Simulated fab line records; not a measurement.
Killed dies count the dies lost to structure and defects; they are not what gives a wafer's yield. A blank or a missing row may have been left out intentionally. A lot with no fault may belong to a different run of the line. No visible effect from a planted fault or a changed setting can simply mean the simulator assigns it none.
fab line records	flow sky130
[record] lots = 12	wafers = 36	lastDay = 50
route steps=708 shown METAL2@484 VIA4@651 METAL5@666 PAD_OPEN@708
lots untouched by any fault: they come from a run of this same line in which no faults occurred
startH: hours from the record's first day to the start of the lot's first wafer shown	waitH: how many hours have passed since the lot's step before this one	" unchanged from the row above	L1.1+2: a row that stands for several wafers	- no value, or no start given	* or withheld: withheld	< > ~ a bound
route shown NAME@n: a module of which the file shows steps, and the number in the route of the first	usual: average and standard deviation across the fault-free wafers	same: alike in all rows	chamber/n: place in a boat	sites: the reading at each site	_std_site: the standard deviation of these	_edge_site: outer sites' mean less inner sites'	radiusMm: for every site, how far away it sits from the centre of the wafer	mask NAME#n: copy n	behind: tool/chamber where the wafer was last shaped	hold: what put the lot on hold/how long, in hours/how the hold closed	device: whichever transistor did not switch (one of n, p or np)	end of line: tests of these same wafers at the route's end	for a step that has no rows: nothing shown but its recipe	killed: the dies lost at the first sort to structure and to defects; this is not the yield of the wafer	map: per-die view of a wafer (x killed, . not killed, _ where there is no die)
set.NAME: the setting the step ran with; set.NAME@STEP: the setting that earlier step ran with	model.NAME: the simulator's own value behind a step, which no gauge read
a sample of lots followed through the steps of the route, with each step as a table and each wafer as a row
services: a tool's chamber out of use, with start hour (startH, from the record's first day; less than 0 if before it), hours out, and reason
[[steps]]
[step SKY_METAL2_SPUTTER_01]
[recipe] material = TiN	targetThkNm = 20	powerW = 6500	timeS = 16.7	chamberPressurePa = 0.4
[usual] throttleValvePct = 30.0/1
lot.wafer	tool	chamber	startH	waitH	throttleValvePct
L596.4	pvdSputter-01	-	804.75	0.0	29.4
L596.5	"	-	"	"	30.9
L596.6	"	-	"	"	28.8
L597.3	pvdSputter-01	-	807.18	0.0	28.7
L597.4	"	-	"	"	31.1
L597.6	"	-	"	"	29.9
L599.1	pvdSputter-03	-	834.07	0.0	29.5
L599.2	"	-	"	"	29.2
L599.5	"	-	"	"	29.3
L600.2	pvdSputter-01	-	838.86	0.0	28.7
L600.3	"	-	"	"	29.6
L600.6	"	-	"	"	31.1
L601.1	pvdSputter-01	-	842.81	0.0	31.1
L601.3	"	-	"	"	29.4
L601.4	"	-	"	"	28.8
L602.1	pvdSputter-01	-	853.81	0.0	29.3
L602.2	"	-	"	"	28.6
L602.3	"	-	"	"	31.5
L603.3	pvdSputter-01	-	864.12	0.0	29.3
L603.4	"	-	"	"	29.6
L603.5	"	-	"	"	28.7
L604.1	pvdSputter-01	-	865.01	0.0	31.2
L604.4	"	-	"	"	29.6
L604.6	"	-	"	"	29.3
L605.3	pvdSputter-01	-	872.20	0.0	29.7
L605.4	"	-	"	"	29.6
L605.6	"	-	"	"	31.2
L607.1	pvdSputter-01	-	884.66	0.0	29.7
L607.2	"	-	"	"	29.0
L607.6	"	-	"	"	29.3
L616.3	pvdSputter-01	-	950.47	0.0	29.3
L616.4	"	-	"	"	28.8
L616.5	"	-	"	"	29.8
L617.2	pvdSputter-04	-	952.84	0.0	32.2
L617.4	"	-	"	"	31.1
L617.6	"	-	"	"	31.3
[step SKY_VIA4_ETCH_12]
[recipe] target = SiO2	chemistry = C4F8/O2/Ar	stopOn = TiN	maskMaterial = NOVOLAK	sourceW = 1500	biasW = 1200	pressureMtorr = 40	c4f8FlowSccm = withheld	O2_flow_sccm = 6	Ar_flow_sccm = 300	timeS = withheld	targetDepthA = 5800
[usual] oesProductAu = 0.926/0.0045	rfFwdPowerW = 1493/4.9
lot.wafer	tool	chamber	startH	waitH	oesProductAu	rfFwdPowerW
L596.4	rieDiel-01	2	1013.32	0.0	0.927	1496
L596.5	"	0	"	"	0.931	1494
L596.6	"	1	"	"	0.920	1500
L597.3	rieDiel-01	3	1016.27	0.0	0.927	1498
L597.4	"	1	"	"	0.930	1495
L597.6	"	1	"	"	0.919	1491
L599.1	rieDiel-04	2	1041.45	0.0	0.922	1496
L599.2	"	0	"	"	0.922	1508
L599.5	"	3	"	"	0.931	1491
L600.2	rieDiel-04	0	1044.91	0.0	0.919	1493
L600.3	"	3	"	"	0.928	1487
L600.6	"	0	"	"	0.928	1490
L601.1	rieDiel-03	1	1049.96	0.0	0.923	1498
L601.3	"	0	"	"	0.923	1499
L601.4	"	3	"	"	0.926	1485
L602.1	rieDiel-04	3	1058.72	0.0	0.922	1497
L602.2	"	1	"	"	0.922	1494
L602.3	"	0	"	"	0.929	1500
L603.3	rieDiel-04	3	1066.05	0.0	0.930	1496
L603.4	"	2	"	"	0.930	1492
L603.5	"	0	"	"	0.926	1500
L604.1	rieDiel-01	3	1067.71	0.0	0.916	1481
L604.4	"	0	"	"	0.914	1494
L604.6	"	2	"	"	0.925	1491
L605.3	rieDiel-04	3	1074.91	0.0	0.936	1493
L605.4	"	1	"	"	0.935	1494
L605.6	"	1	"	"	0.920	1487
L607.1	rieDiel-03	3	1083.40	0.0	0.927	1495
L607.2	"	2	"	"	0.926	1499
L607.6	"	2	"	"	0.925	1501
L616.3	rieDiel-04	0	1136.20	0.0	0.925	1493
L616.4	"	3	"	"	0.926	1490
L616.5	"	0	"	"	0.929	1491
L617.2	rieDiel-01	0	1138.02	0.0	0.927	1484
L617.4	"	1	"	"	0.926	1487
L617.6	"	2	"	"	0.918	1486
[step SKY_METAL5_RS_MEAS_05]
[recipe] thkMeasGauge = four-point-probe	reads = TiN_of_METAL5_SPUTTER_04+Ti_of_METAL5_SPUTTER_03+AlCu_of_METAL5_SPUTTER_02+TiN_of_METAL5_SPUTTER_01+Ti_of_METAL5_SPUTTER_00
[usual] METAL5_ALCU_RS = 0.0272/0.00045
lot.wafer	tool	chamber	startH	waitH	METAL5_ALCU_RS[ohm/sq]
L596.4	filmMetro-01	-	1014.90	0.1	0.0275
L596.5	"	-	"	"	0.0273
L596.6	"	-	"	"	0.0265
L597.3	filmMetro-02	-	1017.96	0.1	0.0268
L597.4	"	-	"	"	0.0271
L597.6	"	-	"	"	0.0267
L599.1	filmMetro-02	-	1042.97	0.0	0.0274
L599.2	"	-	"	"	0.0270
L599.5	"	-	"	"	0.0273
L600.2	filmMetro-03	-	1046.45	0.0	0.0265
L600.3	"	-	"	"	0.0271
L600.6	"	-	"	"	0.0271
L601.1	filmMetro-02	-	1051.48	0.0	0.0271
L601.3	"	-	"	"	0.0273
L601.4	"	-	"	"	0.0271
L602.1	filmMetro-03	-	1060.63	0.0	0.0273
L602.2	"	-	"	"	0.0273
L602.3	"	-	"	"	0.0272
L603.3	filmMetro-03	-	1067.85	0.1	0.0271
L603.4	"	-	"	"	0.0273
L603.5	"	-	"	"	0.0274
L604.1	filmMetro-01	-	1069.23	0.0	0.0268
L604.4	"	-	"	"	0.0273
L604.6	"	-	"	"	0.0270
L605.3	filmMetro-02	-	1076.47	0.1	0.0277
L605.4	"	-	"	"	0.0266
L605.6	"	-	"	"	0.0274
L607.1	filmMetro-01	-	1084.97	0.0	0.0270
L607.2	"	-	"	"	0.0269
L607.6	"	-	"	"	0.0269
L616.3	filmMetro-03	-	1137.77	0.1	0.0280
L616.4	"	-	"	"	0.0277
L616.5	"	-	"	"	0.0277
L617.2	filmMetro-02	-	1139.76	0.0	0.0281
L617.4	"	-	"	"	0.0275
L617.6	"	-	"	"	0.0274
[step SKY_METAL5_DESCUM_14]
[recipe] chemistry = O2	sourcePowerW = 150	biasPowerW = 0	pressureMtorr = 10	tempC = 40	timeS = 11
[usual] drypumpMotorCurrentA = 5.6/0.33	oesProductAu = 1.000/0.011	rfFwdPowerW = 147.0/0.99
lot.wafer	tool	chamber	startH	waitH	drypumpMotorCurrentA	oesProductAu	rfFwdPowerW	rfHoursCounterH
L596.4	rieMetal-04	1	1037.28	0.1	5.0	0.998	146.2	-
L596.5	"	1	"	"	5.0	1.001	146.1	-
L596.6	"	0	"	"	5.6	1.013	146.9	-
L597.3	rieMetal-02	0	1041.23	0.1	6.0	0.994	146.5	-
L597.4	"	1	"	"	5.7	0.993	148.9	-
L597.6	"	0	"	"	5.9	1.012	146.5	-
L599.1	rieMetal-04	0	1064.92	0.1	5.6	1.006	145.5	19
L599.2	"	1	"	"	5.0	0.994	145.2	15
L599.5	"	0	"	"	5.6	1.013	146.7	-
L600.2	rieMetal-03	0	1068.22	0.1	5.8	0.996	148.1	14
L600.3	"	1	"	"	5.5	0.988	147.8	-
L600.6	"	0	"	"	5.8	0.995	147.3	-
L601.1	rieMetal-02	1	1072.68	0.1	5.7	0.998	148.0	12
L601.3	"	1	"	"	5.7	0.990	148.3	-
L601.4	"	1	"	"	5.7	0.989	149.0	-
L602.1	rieMetal-03	0	1081.52	0.1	5.8	1.004	148.8	15
L602.2	"	1	"	"	5.5	0.975	148.4	3
L602.3	"	0	"	"	5.8	1.010	148.3	-
L603.3	rieMetal-04	1	1088.88	0.1	5.0	1.004	146.9	-
L603.4	"	0	"	"	5.6	1.008	146.4	-
L603.5	"	0	"	"	5.6	1.021	146.2	-
L604.1	rieMetal-03	0	1089.97	0.1	5.8	1.002	148.0	16
L604.4	"	1	"	"	5.5	0.982	148.0	-
L604.6	"	0	"	"	5.8	1.000	147.5	-
L605.3	rieMetal-04	1	1097.13	0.1	5.0	0.994	146.0	-
L605.4	"	0	"	"	5.6	1.012	146.2	-
L605.6	"	1	"	"	5.0	0.994	147.0	-
L607.1	rieMetal-02	1	1105.12	0.1	5.7	1.006	148.1	14
L607.2	"	0	"	"	6.0	1.003	146.7	1
L607.6	"	1	"	"	5.7	1.007	147.9	-
L616.3	rieMetal-04	0	1156.13	0.1	5.6	1.007	146.4	-
L616.4	"	1	"	"	5.0	0.987	146.3	-
L616.5	"	1	"	"	5.0	0.984	146.3	-
L617.2	rieMetal-02	0	1157.58	0.1	6.0	1.012	146.1	6
L617.4	"	0	"	"	6.0	1.000	145.6	-
L617.6	"	0	"	"	6.0	1.006	145.9	-
[step SKY_PAD_OPEN_PROBE_99]
[usual] defectLimitedYield = 82.9/1.7	killed_at_M0_to_M3 = 42/6.1	killed_at_M4_up = 3.4/2	killedAtContacts = 23/4.8	killedAtFrontEnd = 15/3.8	killedAtOther = 0.3/0.48	killedDies = 84/8.5	killedOpen = 46/6.8	killedShort = 38/6.2	sort_bin_3_pad_short = 0.8/0.42	sort_bin_5_function = 10.1/1.4	sort_bin_6_memory = 6.2/0.99	sortNPass = 408/8.5	sortYieldPct = 82.9/1.7
[same] grossDies = 492	killedAtBackSide = 0	sort_bin_4_leakage[%] = 0	sort_bin_8_speed[%] = 0
lot.wafer	tool	chamber	startH	waitH	defectLimitedYield[%]	killed_at_M0_to_M3	killed_at_M4_up	killedAtContacts	killedAtFrontEnd	killedAtOther	killedDies	killedOpen	killedShort	sort_bin_3_pad_short[%]	sort_bin_5_function[%]	sort_bin_6_memory[%]	sortNPass	sortYieldPct[%]
L616.3	prober-01	-	1192.27	0.2	70.7	109	2	25	8	0	144	53	30	3.7	18.7	6.9	348	70.7
L616.4	prober-01	-	1192.32	0.2	81.3	42	2	28	20	0	92	51	40	1.4	11.2	6.1	400	81.3
L616.5	prober-01	-	1192.37	0.2	80.7	43	9	26	17	0	95	47	48	0.4	13.2	5.7	397	80.7
// killed by level:class
L616.3 METAL2:unspecified=61 VIA1:geometricParticle:open=16 CONTACT:geometricParticle:open=10 LI_CONTACT:geometricParticle:open=7 METAL1:geometricParticle:short=7 VIA2:geometricParticle:open=6 VIA3:geometricParticle:open=5 VIA3:geometricParticle:short=5
L616.4 LI_CONTACT:geometricParticle:open=7 VIA1:geometricParticle:short=7 CONTACT:geometricParticle:open=7 VIA1:geometricParticle:open=7 VIA3:geometricParticle:open=7 FIELD_ISO:geometricParticle:open=6 LOCAL_INTERCONNECT:geometricParticle:short=6 VIA2:geometricParticle:open=6
L616.5 VIA1:geometricParticle:open=12 VIA1:geometricParticle:short=8 METAL4:geometricParticle:short=7 LI_CONTACT:geometricParticle:open=6 CONTACT:geometricParticle:open=6 FIELD_ISO:geometricParticle:open=5 LI_CONTACT:geometricParticle:short=5 CONTACT:geometricParticle:short=5
[[services]]
tool	chamber	startH	hours	kind
rieDiel-03	-	789.53	14.6	pm
rieMetal-02	-	794.70	14.6	pm
rieMetal-03	1	826.69	6.6	repair
rieMetal-04	-	877.64	1.4	repair
rieDiel-01	2	897.63	7.3	repair
rieDiel-01	1	908.34	7.2	repair
rieDiel-04	3	912.33	5.2	repair
rieDiel-01	-	927.41	2.8	pm
rieMetal-04	1	931.39	2.5	repair
rieMetal-04	-	958.54	14.6	pm
rieDiel-04	1	961.85	9.1	repair
rieMetal-03	-	992.67	2.0	repair
rieDiel-01	-	1005.27	0.8	repair
rieMetal-02	1	1007.36	17.4	repair
rieMetal-02	0	1028.66	1.0	repair
rieDiel-01	3	1040.79	7.2	repair
rieDiel-01	-	1065.98	0.5	repair
pvdSputter-01	-	1072.59	4.6	repair
rieDiel-04	0	1075.39	5.1	repair
rieMetal-04	-	1126.43	0.4	repair
rieDiel-04	0	1142.57	1.7	repair
rieDiel-04	2	1144.79	4.4	repair
pvdSputter-01	-	1145.10	2.0	repair
rieDiel-01	1	1152.46	2.3	repair
[[key]]
[firstSign] step = SKY_PAD_OPEN_PROBE_99	reading = killed_at_M0_to_M3	direction = up	sigmas = 11	usual = 42	struck = 109
[effect] step = SKY_PAD_OPEN_PROBE_99	reading = defectLimitedYield	direction = down	sigmas = 7	usual = 82.9	struck = 70.7
metAt SKY_METAL2_SPUTTER_01
struckLots L616
struckWafers L616.3
notActingAt SKY_VIA4_ETCH_12,SKY_METAL5_RS_MEAS_05,SKY_METAL5_DESCUM_14
onsetBetween 884.66 950.47
[fault] kind = chamberParticleSource	tool = pvdSputter-01	chamber = -	onsetH = 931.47	steps = SKY_METAL2_SPUTTER_01	ratePerVisitCm2 = 1.934	endH = 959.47	scope = struckWafersOnly
